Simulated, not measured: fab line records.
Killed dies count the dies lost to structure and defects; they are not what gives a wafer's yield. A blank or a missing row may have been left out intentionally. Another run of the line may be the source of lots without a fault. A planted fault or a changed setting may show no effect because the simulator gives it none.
Chamber matching + flow sky130 + 4 sister chambers for SKY_LI_CONTACT_ETCH_14 on rieDiel-02
The step etches BARC in N2/H2, stops on SiO2, time 45.9 s, target depth 60 nm. 4 wafers are shown with their chamber, then 7 later ones without.

WAFERS WITH THEIR CHAMBER
| wafer  | chamber | drypumpMotorCurrentA (A) |
|--------|---------|--------------------------|
| L948.5 | 3       | 5.5                      |
| L959.6 | 2       | 6.2                      |
| L961.2 | 1       | 5.9                      |
| L961.3 | 0       | 5.3                      |

WAFERS WITHOUT THEIR CHAMBER
| wafer  | drypumpMotorCurrentA (A) |
|--------|--------------------------|
| L961.5 | 6.2                      |
| L964.2 | 5.3                      |
| L964.3 | 6.2                      |
| L964.6 | 5.4                      |
| L965.2 | 5.9                      |
| L965.3 | 5.3                      |
| L965.5 | 5.3                      |

EACH ONE'S CHAMBER
| wafer  | from the rows above     | in truth |
|--------|-------------------------|----------|
| L961.5 | 2                       | 2        |
| L964.2 | 0                       | 0        |
| L964.3 | 2                       | 2        |
| L964.6 | can't be placed: 3 or 0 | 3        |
| L965.2 | 1                       | 1        |
| L965.3 | 0                       | 0        |
| L965.5 | 0                       | 0        |
Correctly placed: 6 of 7. From these rows, 1 cannot be placed; in 1 the true chamber is one of the candidates. Placed wrongly: 0.
How it was worked out, from the rows above alone: a wafer's distance from a chamber is the root of the sum, over the readings, of the square of ((its reading less the chamber's mean) divided by the reading's scatter). If the next closest chamber is less than 2 further off than the closest, the wafer can't be placed; otherwise it belongs to the closest. Each chamber's mean is taken over the wafers shown for it. The scatter: root of mean squared gap, hidden wafer to nearest shown wafer, with one shown wafer a chamber.
